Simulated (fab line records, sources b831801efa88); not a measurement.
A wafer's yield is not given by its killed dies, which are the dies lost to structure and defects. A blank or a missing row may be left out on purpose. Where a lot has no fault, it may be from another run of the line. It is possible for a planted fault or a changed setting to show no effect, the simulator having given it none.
The tool behind it: which one? / flow sky130 / 9 lots, 27 wafers sampled, at 2 steps of a route of 708

== WHAT EACH GAUGE READ, for each wafer ==
SKY_VIA4_THK_MEAS_20: measures by xrf. Usual: for VIA4_W_THK the level is 502 nm and the standard deviation is 7.5.
lot=L133; measured=day 42 15:05; on=film_metro-01; VIA4_W_THK (nm)=507 514 501; flag=
lot=L134; measured=day 43 16:55; on=film_metro-03; VIA4_W_THK (nm)=505 497 509; flag=
lot=L135; measured=day 43 17:05; on=film_metro-01; VIA4_W_THK (nm)=493 506 491; flag=
lot=L136; measured=day 43 17:31; on=film_metro-02; VIA4_W_THK (nm)=512 510 511; flag=
lot=L140; measured=day 45 04:50; on=film_metro-01; VIA4_W_THK (nm)=490 511 502; flag=
lot=L141; measured=day 45 09:03; on=film_metro-01; VIA4_W_THK (nm)=506 489 485; flag=
lot=L144; measured=day 45 12:03; on=film_metro-03; VIA4_W_THK (nm)=491 508 505; flag=
lot=L145; measured=day 46 00:05; on=film_metro-02; VIA4_W_THK (nm)=506 508 497; flag=
lot=L146; measured=day 46 10:01; on=film_metro-02; VIA4_W_THK (nm)=506 504 494; flag=

== WHICH TOOL RAN EACH LOT (tool, then ch and the chambers of the sampled wafers, then the start) ==
lot=L133; SKY_FIELD_ISO_CVD_03=lpcvd-02 ch 0, day 1 11:41
lot=L134; SKY_FIELD_ISO_CVD_03=lpcvd-02 ch 1, day 2 09:05
lot=L135; SKY_FIELD_ISO_CVD_03=lpcvd-02 ch 1, day 2 09:05
lot=L136; SKY_FIELD_ISO_CVD_03=lpcvd-02 ch 1, day 2 09:05
lot=L140; SKY_FIELD_ISO_CVD_03=lpcvd-02 ch 1, day 3 00:53
lot=L141; SKY_FIELD_ISO_CVD_03=lpcvd-02 ch 1, day 3 04:56
lot=L144; SKY_FIELD_ISO_CVD_03=lpcvd-02 ch 1, day 3 20:02
lot=L145; SKY_FIELD_ISO_CVD_03=lpcvd-02 ch 1, day 4 00:45
lot=L146; SKY_FIELD_ISO_CVD_03=lpcvd-02 ch 1, day 4 08:02
- SKY_FIELD_ISO_CVD_03: deposits Si3N4 from DCS/NH3, target thk 165 nm, time 2830 s.

== WHAT THE TOOLS THEMSELVES READ (means of the sampled wafers that have a number; where no wafer has one, the mark that the record gives instead) ==
SKY_FIELD_ISO_CVD_03. Usual: susceptor_temp_C reads 769.9 C (standard deviation 0.33).
lot=L133; tool=lpcvd-02; susceptor_temp_C (C)=769.9; flag=
lot=L134; tool=lpcvd-02; susceptor_temp_C (C)=770.1; flag=
lot=L135; tool=lpcvd-02; susceptor_temp_C (C)=769.8; flag=
lot=L136; tool=lpcvd-02; susceptor_temp_C (C)=769.8; flag=
lot=L140; tool=lpcvd-02; susceptor_temp_C (C)=769.7; flag=
lot=L141; tool=lpcvd-02; susceptor_temp_C (C)=770.3; flag=
lot=L144; tool=lpcvd-02; susceptor_temp_C (C)=769.7; flag=
lot=L145; tool=lpcvd-02; susceptor_temp_C (C)=770.3; flag=
lot=L146; tool=lpcvd-02; susceptor_temp_C (C)=769.5; flag=

== THE ANSWER, worked out from the rows above alone ==
Rule: take the mean of a lot's wafers that have a number; if it is more than 3 standard deviations from the usual mean, the lot is off. A lot without any number at a reading at which 4 lots or more have one is off too. All remaining lots with rows at the step are treated as sound. The gauges are gone through in route order, then the tools' own readings, and for those a lot's mean is taken as printed above. The first step at which some lot is off is used, and at that step the reading that is off furthest; a lot without a number counts as furthest.
No lot is off at any reading shown: from this, nothing can be told.

== WHAT THE SIMULATOR HAD PUT IN ==
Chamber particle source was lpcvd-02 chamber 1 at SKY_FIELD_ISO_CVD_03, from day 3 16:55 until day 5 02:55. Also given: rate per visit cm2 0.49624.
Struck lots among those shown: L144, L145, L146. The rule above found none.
